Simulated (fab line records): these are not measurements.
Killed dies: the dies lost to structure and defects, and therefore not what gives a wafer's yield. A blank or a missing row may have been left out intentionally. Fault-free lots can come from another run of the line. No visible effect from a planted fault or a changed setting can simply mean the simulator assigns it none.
What tool caused it? | flow sky130 | 39 wafers from 13 lots sampled at 4 of the route's 708 steps

WHAT THE GAUGES READ, wafer by wafer
The record lacks any reading of a measuring or inspecting step that a usual standard deviation could be used to judge.

WHICH TOOL RAN EACH LOT (tool, then ch and the chambers of the sampled wafers, then the start)
lot  | SKY_SD_N_RTA_14                  | SKY_CONTACT_ETCH_16                | SKY_CONTACT_ETCH_17                | SKY_METAL1_SPUTTER_02
L758 | rtp_anneal-01 ch 0, day 28 20:58 | rie_diel-04 ch 0,2,3, day 32 13:06 | rie_diel-04 ch 0,2,3, day 32 13:08 | pvd_sputter-04, day 32 14:34
L756 | rtp_anneal-01 ch 0, day 29 00:26 | rie_diel-03 ch 1,2,3, day 32 14:19 | rie_diel-03 ch 1,2,3, day 32 14:22 | pvd_sputter-04, day 32 15:45
L759 | rtp_anneal-02 ch 0, day 29 01:05 | rie_diel-03 ch 0,1,3, day 32 15:23 | rie_diel-03 ch 0,1,3, day 32 15:26 | pvd_sputter-04, day 32 16:49
L760 | rtp_anneal-01 ch 0, day 29 09:05 | rie_diel-01 ch 0,1,2, day 32 22:57 | rie_diel-01 ch 0,1,2, day 32 22:59 | pvd_sputter-04, day 33 00:25
L761 | rtp_anneal-02 ch 0, day 29 19:39 | rie_diel-03 ch 0,3, day 33 09:14   | rie_diel-03 ch 0,3, day 33 09:17   | pvd_sputter-04, day 33 10:40
L762 | rtp_anneal-01 ch 0, day 30 03:17 | rie_diel-03 ch 0,2,3, day 33 16:08 | rie_diel-03 ch 0,2,3, day 33 16:11 | pvd_sputter-01, day 33 17:37
L763 | rtp_anneal-02 ch 0, day 30 12:23 | rie_diel-01 ch 1,2,3, day 34 01:35 | rie_diel-01 ch 1,2,3, day 34 01:38 | pvd_sputter-01, day 34 03:04
L765 | rtp_anneal-02 ch 0, day 31 04:58 | rie_diel-04 ch 2,3, day 34 18:17   | rie_diel-04 ch 2,3, day 34 18:20   | pvd_sputter-04, day 34 19:44
L766 | rtp_anneal-01 ch 0, day 31 15:35 | rie_diel-04 ch 1,2, day 35 02:01   | rie_diel-04 ch 1,2, day 35 02:04   | pvd_sputter-01, day 35 03:27
L770 | rtp_anneal-01 ch 0, day 32 21:31 | rie_diel-01 ch 2,3, day 36 08:33   | rie_diel-01 ch 2,3, day 36 08:35   | pvd_sputter-02, day 36 09:58
L772 | rtp_anneal-01 ch 0, day 33 05:23 | rie_diel-03 ch 2,3, day 36 14:20   | rie_diel-03 ch 2,3, day 36 14:23   | pvd_sputter-04, day 36 15:46
L775 | rtp_anneal-02 ch 0, day 35 02:11 | rie_diel-01 ch 0,2, day 38 10:11   | rie_diel-01 ch 0,2, day 38 10:14   | pvd_sputter-02, day 38 11:38
L779 | rtp_anneal-02 ch 0, day 35 14:23 | rie_diel-01 ch 0,2,3, day 38 22:24 | rie_diel-01 ch 0,2,3, day 38 22:26 | pvd_sputter-04, day 38 23:58
- SKY_SD_N_RTA_14: time 2 s.
- SKY_CONTACT_ETCH_16: etches BARC in N2/H2, stops on SiO2, time 45.9 s, target depth 60 nm.
- SKY_CONTACT_ETCH_17: etches SiO2 in C4F8/O2/Ar, stops on Si3N4, target depth 340 nm.
- SKY_METAL1_SPUTTER_02: material AlCu, target thk 250 nm, time 13.3 s.

AS READ BY THE TOOLS THEMSELVES (means over the sampled wafers that have a number; for cases with no such wafer, the mark the record gives instead)
SKY_SD_N_RTA_14.
lot  | tool          | lamp_power_pct (%) | ramp_down_c_per_s | wafer_temp_C_max
L758 | rtp_anneal-01 | 15.75              | 90.012            | 1077.1
L756 | rtp_anneal-01 | 15.75              | 89.993            | 1078.5
L759 | rtp_anneal-02 | 15.76              | 90.008            | 1078.4
L760 | rtp_anneal-01 | 15.74              | 90.007            | 1078.4
L761 | rtp_anneal-02 | 15.66              | 90.010            | 1077.8
L762 | rtp_anneal-01 | 15.73              | 89.995            | 1079.5
L763 | rtp_anneal-02 | 15.80              | 90.018            | 1078.7
L765 | rtp_anneal-02 | 15.70              | 89.992            | 1077.8
L766 | rtp_anneal-01 | 15.72              | 90.000            | 1078.6
L770 | rtp_anneal-01 | 15.78              | 35.995            | 1076.9
L772 | rtp_anneal-01 | 15.72              | 35.997            | 1079.7
L775 | rtp_anneal-02 | 15.78              | 89.992            | 1078.0
L779 | rtp_anneal-02 | 15.68              | 90.005            | 1078.0

SKY_CONTACT_ETCH_16.
lot  | tool        | drypump_motor_current_A (A) | oes_product_au (a.u.) | throttle_valve_pct (%)
L758 | rie_diel-04 | 5.7                         | 0.854                 | 13.230
L756 | rie_diel-03 | 6.0                         | 0.849                 | 13.224
L759 | rie_diel-03 | 6.2                         | 0.859                 | 13.236
L760 | rie_diel-01 | 5.6                         | 0.854                 | 13.226
L761 | rie_diel-03 | 6.2                         | 0.855                 | 13.236
L762 | rie_diel-03 | 6.0                         | 0.856                 | 13.225
L763 | rie_diel-01 | 5.3                         | 0.855                 | 13.224
L765 | rie_diel-04 | 5.8                         | 0.853                 | 13.224
L766 | rie_diel-04 | 5.7                         | 0.857                 | 13.219
L770 | rie_diel-01 | 5.3                         | 0.853                 | 13.223
L772 | rie_diel-03 | 5.8                         | 0.859                 | 13.225
L775 | rie_diel-01 | 5.4                         | 0.857                 | 13.219
L779 | rie_diel-01 | 5.5                         | 0.857                 | 13.220

SKY_CONTACT_ETCH_17.
lot  | tool        | oes_product_au (a.u.)
L758 | rie_diel-04 | 0.887
L756 | rie_diel-03 | 0.884
L759 | rie_diel-03 | 0.886
L760 | rie_diel-01 | 0.886
L761 | rie_diel-03 | 0.888
L762 | rie_diel-03 | 0.883
L763 | rie_diel-01 | 0.881
L765 | rie_diel-04 | 0.890
L766 | rie_diel-04 | 0.884
L770 | rie_diel-01 | 0.880
L772 | rie_diel-03 | 0.885
L775 | rie_diel-01 | 0.882
L779 | rie_diel-01 | 0.886

SKY_METAL1_SPUTTER_02.
lot  | tool           | throttle_valve_pct (%)
L758 | pvd_sputter-04 | 29.9
L756 | pvd_sputter-04 | 30.3
L759 | pvd_sputter-04 | 29.9
L760 | pvd_sputter-04 | 29.2
L761 | pvd_sputter-04 | 29.0
L762 | pvd_sputter-01 | 31.3
L763 | pvd_sputter-01 | 32.0
L765 | pvd_sputter-04 | 28.8
L766 | pvd_sputter-01 | 30.8
L770 | pvd_sputter-02 | 30.3
L772 | pvd_sputter-04 | 30.5
L775 | pvd_sputter-02 | 30.3
L779 | pvd_sputter-04 | 29.8

THE ANSWER, worked out from the rows above alone
Rule: the lots themselves supply what counts as usual. The widest of any qualifying gaps counts: lots, ordered by their means at a reading, are off when they make up no more than a third of the lots, leave a main group of 4 or more, and stand apart from it by 3 or more times the standard deviation of that group's means. Not used: any main group whose means are identical at the precision the tables above print for the reading. Also off: a lot with no number at a reading for which 4 or more lots have one. The other lots that the step has rows for count as sound. The gauges are gone through in route order, then the tools' own readings, and for those a lot's mean is taken as printed above. At the first step where some lot is off, the reading lying furthest off is the one used; lots without a number count as furthest.
Off at SKY_SD_N_RTA_14 (ramp_down_c_per_s): L770, L772. For the main group the mean is 90.003 and the standard deviation 0.0086.
A tool fits if, at that step or a process step before it, it ran every lot that is off, and no sound lot after the first of them. One fits: rtp_anneal-01 at SKY_SD_N_RTA_14. A fault onset in the window from L766 (day 31 15:35, its last sound lot) to L770 (day 32 21:31, its first lot off) fits.
The tool's own readings at SKY_SD_N_RTA_14 bear it out: on the lots that are off they differ by more than 5 times the standard deviation of the sound lots' means. ramp_down_c_per_s reads 35.996 there against 90.003 on the sound lots.

WHAT THE SIMULATOR HAD PUT IN
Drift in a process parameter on rtp_anneal-01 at SKY_SD_N_RTA_14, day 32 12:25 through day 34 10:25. Setting ramp_down_c_per_s shifted by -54 from 90. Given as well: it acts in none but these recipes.
Shown lots that were struck: L770, L772. Same finding as the rule above.
